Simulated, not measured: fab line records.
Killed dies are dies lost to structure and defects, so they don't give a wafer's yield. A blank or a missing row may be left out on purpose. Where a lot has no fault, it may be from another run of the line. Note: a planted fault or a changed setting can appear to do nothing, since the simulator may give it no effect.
fab line records | flow sky130
[record] lots = 5 wafers = 15 last-day = 50
route steps=708 shown SONOS_ONO@182 GATE_OXIDE@187 PAD_OPEN@708
lots that met no fault: from a run of the same line without faults
start-h: start of the lot's first displayed wafer, in hours after the record's first day | wait-h: hours elapsed since this lot's preceding step | " unchanged from the row above | L1.1+2: a single row standing in for several wafers | - no value present, or no start provided | * or withheld: withheld | < > ~ a bound
route shown NAME@n: a module of which the file shows steps, and the number in the route of the first | usual: mean and standard deviation over wafers with no fault | same: alike in all rows | chamber/n: place in a boat | sites: the reading at each site | _std_site: standard deviation of those values | _edge_site: mean of outer sites minus mean of inner sites | radius-mm: how far each site lies from the wafer's centre | mask NAME#n: copy n | behind: the tool/chamber that last shaped the wafer | hold: reason for holding the lot/hours on hold/outcome of the hold | device: names the non-switching transistor (n, p or np) | end of line: the route-end tests of the same wafers | step lacking rows: just its recipe | killed: dies that structure and defects cost at the first sort, which is not the same as the wafer's yield | map: shows each die of a wafer: x if killed, . if not, _ if none is there
set.NAME: the setting the step ran with; set.NAME@STEP: the setting that earlier step ran with | model.NAME: the simulator's own value behind a step, which no gauge read
lots at some steps of the route; a table a step, a row a wafer
services: from which hour (start-h, from the record's first day; less than 0 if before it) a tool's chamber was out of use, for how many hours, and why
[[steps]]
[step SKY_SONOS_ONO_OVL_MEAS_14]
[usual] SONOS_ONO_OVL = 1.1/1.4
// columns lot.wafer tool chamber start-h wait-h SONOS_ONO_OVL[nm]
L680.4 overlay-02 - 313.85 0.1 0.8
L680.5 " - " " 1.2
L680.6 " - " " 1.8
L687.1 overlay-02 - 382.37 0.1 -0.4
L687.4 " - " " 0.0
L687.5 " - " " 2.1
L688.1 overlay-01 - 385.43 0.1 -0.9
L688.2 " - " " 0.5
L688.5 " - " " -1.7
L694.2 overlay-01 - 439.29 0.1 0.3
L694.5 " - " " 1.4
L694.6 " - " " 0.7
L698.1 overlay-01 - 468.94 0.1 1.7
L698.4 " - " " 1.3
L698.5 " - " " 3.2
[step SKY_SONOS_ONO_ETCH_15]
[recipe] target-depth-nm = 19.52 chemistry = CHF3/O2 source-w = 600 bias-w = 200 pressure-mtorr = 40 chf3-flow-sccm = 50 O2_flow_sccm = 5 time-s = 7.8
[usual] drypump-motor-current-A = 5.8/0.36 oes-product-au = 1.003/0.0084 throttle-valve-pct = 8.825/0.0096
// columns lot.wafer tool chamber start-h wait-h drypump-motor-current-A oes-product-au rf-hours-counter-h throttle-valve-pct
L680.4 rie-diel-02 3 313.87 0.0 5.7 1.013 62 8.822
L680.5 " 0 " " 5.2 1.004 - 8.828
L680.6 " 1 " " 5.8 1.000 - 8.835
L687.1 rie-diel-02 2 382.41 0.0 6.4 1.003 5 8.829
L687.4 " 0 " " 5.2 1.000 12 8.832
L687.5 " 2 " " 6.4 0.997 - 8.817
L688.1 rie-diel-04 3 385.47 0.0 5.6 1.004 13 8.823
L688.2 " 0 " " 5.7 0.994 34 8.831
L688.5 " 1 " " 6.1 1.007 - 8.815
L694.2 rie-diel-01 2 439.32 0.0 6.1 1.014 33 8.832
L694.5 " 3 " " 5.3 0.995 - 8.830
L694.6 " 0 " " 5.7 1.006 - 8.826
L698.1 rie-diel-04 1 468.98 0.0 6.1 1.013 3 8.851
L698.4 " 1 " " 6.1 1.010 - 8.834
L698.5 " 0 " " 5.8 0.994 - 8.812
[step SKY_SONOS_ONO_WET_ETCH_16]
[recipe] chemistry = dHF target-depth-nm = 14 dry = n2-spin target = SiO2 dilution = 100:1 temp-c = 25 time-s = 280
[step SKY_SONOS_ONO_STRIP_17]
[recipe] chemistry = O2/N2 power-w = 1400 pressure-mtorr = 1500 platen-temp-c = withheld o2-flow-sccm = 3000 n2-flow-sccm = 300 overash-fraction = 0.5
[usual] drypump-motor-current-A = 5.4/0.42 oes-product-au = 0.711/0.0044 strip-time-to-endpoint-s = 14.10/0.043
// columns lot.wafer tool chamber start-h wait-h drypump-motor-current-A oes-product-au rf-hours-counter-h strip-time-to-endpoint-s
L680.4 plasma-asher-02 0 314.01 0.0 5.4 0.710 - 14.15
L680.5 " 1 " " 5.7 0.717 - 14.17
L680.6 " 0 " " 5.4 0.713 - 14.17
L687.1 plasma-asher-02 1 382.52 0.0 5.7 0.715 69 14.12
L687.4 " 0 " " 5.4 0.717 - 14.17
L687.5 " 1 " " 5.7 0.714 - 14.11
L688.1 plasma-asher-03 1 385.58 0.0 5.5 0.707 56 14.06
L688.2 " 0 " " 6.0 0.721 56 14.07
L688.5 " 1 " " 5.5 0.712 - 14.05
L694.2 plasma-asher-02 1 439.42 0.0 5.7 0.712 1 14.06
L694.5 " 1 " " 5.7 0.716 - 14.11
L694.6 " 0 " " 5.5 0.712 - 14.14
L698.1 plasma-asher-03 0 469.09 0.0 6.1 0.711 65 14.10
L698.4 " 0 " " 6.1 0.709 - 14.07
L698.5 " 0 " " 6.1 0.705 - 14.09
[step SKY_SONOS_ONO_WET_ETCH_18]
[recipe] chemistry = H3PO4 target-depth-nm = 15 target = Si3N4 temp-c = 160 time-s = 172
[step SKY_GATE_OXIDE_CLEAN_00]
[recipe] chemistry = SC1/SC2 mix = 1:4:20 temp-c = 70 time-s = 150 dry = n2-spin
[step SKY_GATE_OXIDE_OXIDATION_01]
[recipe] temp-c = 900 ambient = O2 stabilise-s = 600 purge-s = 300 target-thk-a = 102.68 ox-time-s = 1473
[step SKY_GATE_OXIDE_THK_MEAS_02]
[recipe] reads = SiO2_of_GATE_OXIDE_OXIDATION_01
[usual] GATE_OXIDE_OXIDATION_00_THK = 10.24/0.27
// columns lot.wafer tool chamber start-h wait-h GATE_OXIDE_OXIDATION_00_THK[nm]
L680.4 film-metro-04 - 315.63 0.0 10.45
L680.5 " - " " 10.38
L680.6 " - " " 10.49
L687.1 film-metro-02 - 384.68 0.0 10.29
L687.4 " - " " 10.37
L687.5 " - " " 10.22
L688.1 film-metro-02 - 390.11 0.0 10.37
L688.2 " - " " 10.41
L688.5 " - " " 10.12
L694.2 film-metro-01 - 441.05 0.0 10.15
L694.5 " - " " 10.20
L694.6 " - " " 10.23
L698.1 film-metro-01 - 474.39 0.0 10.40
L698.4 " - " " 10.31
L698.5 " - " " 10.38
[step SKY_GATE_OXIDE_DEHYDRATE_03]
[recipe] temp-c = 200 time-s = 60
[step SKY_GATE_OXIDE_HMDS_04]
[recipe] prime-time-s = 60 prime-temp-c = 120
[step SKY_GATE_OXIDE_COAT_05]
[recipe] resist = NOVOLAK spin-rpm = 3000 resist-thk-nm = 1140
[step SKY_GATE_OXIDE_SOFTBAKE_06]
[recipe] temp-c = 90 time-s = 60 resist = NOVOLAK
[step SKY_GATE_OXIDE_EXPOSE_07]
[recipe] mask-id = LVOM na = 0.6 source-shape = conventional sigma-outer = 0.6 polarization = unpolarized target-cd-nm = 600 dose-mj = 170
// columns lot.wafer tool chamber start-h wait-h mask
L680.4+5+6 iline-stepper-02 0 329.04 - LVOM#0
L687.1+4+5 iline-stepper-02 0 399.19 - LVOM#0
L688.1+2+5 iline-stepper-02 0 403.52 - TUNM#0
L694.2+5+6 iline-stepper-02 0 457.35 - LVOM#0
L698.1+4+5 iline-stepper-01 0 490.10 - LVOM#0
[step SKY_GATE_OXIDE_PEB_08]
[recipe] temp-c = withheld time-s = * resist = NOVOLAK
[step SKY_GATE_OXIDE_DEVELOP_09]
[recipe] resist = NOVOLAK developer = TMAH develop-time-s = 60 dev-temp-c = 23
[step SKY_GATE_OXIDE_OVL_MEAS_10]
[usual] GATE_OXIDE_OVL = -1.5/1.5
// columns lot.wafer tool chamber start-h wait-h GATE_OXIDE_OVL[nm]
L680.4 overlay-02 - 341.48 0.1 -2.5
L680.5 " - " " -1.9
L680.6 " - " " -3.7
L687.1 overlay-01 - 413.01 0.1 -0.4
L687.4 " - " " -0.6
L687.5 " - " " -1.4
L688.1 overlay-01 - 418.21 0.1 -
L688.2 " - " " -
L688.5 " - " " -
L694.2 overlay-01 - 471.81 0.1 -3.3
L694.5 " - " " -3.3
L694.6 " - " " -5.8
L698.1 overlay-02 - 504.75 0.1 -1.2
L698.4 " - " " -1.5
L698.5 " - " " -1.1
[step SKY_GATE_OXIDE_IMPLANT_11]
[recipe] species = B energy-kev = 10 dose-cm2 = 2.6e+12 tilt-deg = withheld
[step SKY_GATE_OXIDE_WET_ETCH_12]
[recipe] chemistry = dHF target-depth-nm = 16.8 dry = n2-spin target = SiO2 dilution = 100:1 temp-c = 25 time-s = 336
[step SKY_GATE_OXIDE_STRIP_13]
[recipe] chemistry = O2/N2 power-w = 1400 pressure-mtorr = 1500 platen-temp-c = withheld o2-flow-sccm = 3000 n2-flow-sccm = 300 overash-fraction = 0.5
[usual] drypump-motor-current-A = 5.71/0.26 oes-product-au = 0.716/0.0043 strip-time-to-endpoint-s = 14.20/0.04
// columns lot.wafer tool chamber start-h wait-h drypump-motor-current-A oes-product-au rf-hours-counter-h strip-time-to-endpoint-s
L680.4 plasma-asher-02 1 341.79 0.0 5.72 0.709 - 14.19
L680.5 " 1 " " 5.72 0.717 - 14.23
L680.6 " 0 " " 5.45 0.710 - 14.18
L687.1 plasma-asher-02 1 413.30 0.0 5.73 0.718 73 14.17
L687.4 " 1 " " 5.74 0.718 - 14.16
L687.5 " 1 " " 5.74 0.712 - 14.13
L688.1 plasma-asher-01 0 418.50 0.0 5.44 0.715 69 14.20
L688.2 " 1 " " 6.05 0.721 69 14.25
L688.5 " 1 " " 6.02 0.716 - 14.19
L694.2 plasma-asher-01 0 472.10 0.0 5.47 0.721 75 14.21
L694.5 " 0 " " 5.47 0.710 - 14.19
L694.6 " 1 " " 6.02 0.708 - 14.21
L698.1 plasma-asher-01 1 505.04 0.0 5.98 0.719 78 14.16
L698.4 " 0 " " 5.43 0.708 - 14.17
L698.5 " 0 " " 5.45 0.713 - 14.22
[step SKY_GATE_OXIDE_TW_MEAS_14]
[usual] GATE_OXIDE_TW = 224.0/1.6
// columns lot.wafer tool chamber start-h wait-h hold GATE_OXIDE_TW
L680.4 film-metro-02 - 341.89 0.1 - 224.1
L680.5 " - " " - 223.3
L680.6 " - " " - 222.6
L687.1 film-metro-02 - 413.40 0.1 - 226.2
L687.4 " - " " - 225.4
L687.5 " - " " - 224.0
L688.1 film-metro-01 - 418.60 0.1 await-dispo/0.2h/release 29.8
L688.2 " - " " await-dispo/0.2h/release 29.6
L688.5 " - " " await-dispo/0.2h/release 29.6
L688.1 film-metro-01 - 418.82 0.2 - 29.8
L688.2 " - " " - 29.6
L688.5 " - " " - 29.7
L694.2 film-metro-04 - 472.21 0.1 - 222.0
L694.5 " - " " - 222.7
L694.6 " - " " - 222.5
L698.1 film-metro-02 - 505.14 0.1 - 225.3
L698.4 " - " " - 225.7
L698.5 " - " " - 225.5
[step SKY_PAD_OPEN_PROBE_99]
[usual] defect-limited-yield = 82.5/1.8 killed_at_M0_to_M3 = 42/6.6 killed_at_M4_up = 3.0/1.8 killed-at-contacts = 25/5.1 killed-at-front-end = 15/4.4 killed-at-other = 0.3/0.56 killed-dies = 86/8.6 killed-open = 47/6.9 killed-short = 38/6 sort_bin_3_pad_short = 0.8/0.42 sort_bin_5_function = 10.6/1.5 sort_bin_6_memory = 6.1/1.1 sort-n-pass = 406/8.6 sort-yield-pct = 82.5/1.8
[same] gross-dies = 492 killed-at-back-side = 0 sort_bin_4_leakage[%] = 0 sort_bin_8_speed[%] = 0
// columns lot.wafer tool chamber start-h wait-h defect-limited-yield[%] killed_at_M0_to_M3 killed_at_M4_up killed-at-contacts killed-at-front-end killed-at-other killed-dies killed-open killed-short sort_bin_3_pad_short[%] sort_bin_5_function[%] sort_bin_6_memory[%] sort-n-pass sort-yield-pct[%]
L687.1 prober-01 - 1151.68 0.1 81.7 53 1 29 7 0 90 56 34 0.4 8.9 8.9 402 81.7
L687.4 prober-01 - 1151.83 0.2 84.1 37 2 29 10 0 78 39 39 0.2 10.0 5.7 414 84.1
L687.5 prober-01 - 1151.88 0.2 81.5 43 1 28 18 1 91 58 33 0.6 11.4 6.5 401 81.5
// killed by level:class
L687.1 LI_CONTACT:geometric-particle:open=15 VIA1:geometric-particle:open=14 VIA3:geometric-particle:open=10 VIA2:geometric-particle:open=6 METAL2:geometric-particle:short=6 CONTACT:geometric-particle:short=5 LOCAL_INTERCONNECT:geometric-particle:short=4 CONTACT:geometric-particle:open=4
L687.4 CONTACT:geometric-particle:open=9 METAL2:geometric-particle:short=7 VIA3:geometric-particle:open=6 LOCAL_INTERCONNECT:geometric-particle:short=6 VIA1:geometric-particle:open=6 LI_CONTACT:geometric-particle:open=5 VIA1:geometric-particle:short=5 VIA2:geometric-particle:open=5
L687.5 CONTACT:geometric-particle:open=17 VIA1:geometric-particle:open=12 VIA3:geometric-particle:open=8 FIELD_ISO:geometric-particle:open=6 VIA2:geometric-particle:short=5 LI_CONTACT:geometric-particle:open=4 VIA1:geometric-particle:short=4 METAL1:geometric-particle:short=4
[[services]]
// columns tool chamber start-h hours kind
rie-diel-01 2 297.04 4.6 repair
plasma-asher-03 - 306.46 2.3 repair
iline-stepper-02 - 307.21 6.1 repair
iline-stepper-01 - 312.68 1.4 repair
rie-diel-04 - 314.12 15.6 pm
plasma-asher-03 - 320.00 4.3 repair
rie-diel-02 1 321.74 3.2 repair
rie-diel-04 1 338.74 4.2 repair
rie-diel-04 2 344.36 2.4 repair
iline-stepper-02 - 355.13 1.7 pm
plasma-asher-02 - 377.50 4.4 repair
rie-diel-04 1 391.93 5.4 repair
iline-stepper-01 - 397.06 7.1 repair
rie-diel-02 - 416.76 1.4 repair
plasma-asher-02 - 421.25 9.0 pm
iline-stepper-02 - 424.28 2.1 pm
iline-stepper-02 - 427.12 10.6 repair
iline-stepper-02 - 439.63 12.1 repair
rie-diel-02 3 442.73 7.6 repair
rie-diel-02 0 447.35 4.8 repair
plasma-asher-02 - 450.72 2.8 pm
rie-diel-02 1 470.20 5.2 repair
iline-stepper-02 - 480.42 8.8 repair
rie-diel-04 1 499.00 10.8 repair
[[key]]
[first-sign] step = SKY_GATE_OXIDE_EXPOSE_07 reading = mask direction = changed
[effect] step = SKY_GATE_OXIDE_OVL_MEAS_10 reading = GATE_OXIDE_OVL direction = missing
[effect] step = SKY_GATE_OXIDE_TW_MEAS_14 reading = visit direction = added
[effect] step = SKY_GATE_OXIDE_TW_MEAS_14 reading = GATE_OXIDE_TW direction = down sigmas = 99+ usual = 224.0 struck = 29.7
met-at SKY_GATE_OXIDE_EXPOSE_07
struck-wafers L688.1,L688.2,L688.5
scrapped-behind SKY_GATE_OXIDE_TW_MEAS_14 L688.1,L688.2,L688.5
onset-between 399.19 403.52
[fault] kind = wrong-mask tool = any chamber = - onset-h = 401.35 steps = SKY_GATE_OXIDE_EXPOSE_07 aux-copy = TUNM#0 scope = struck-lots-only
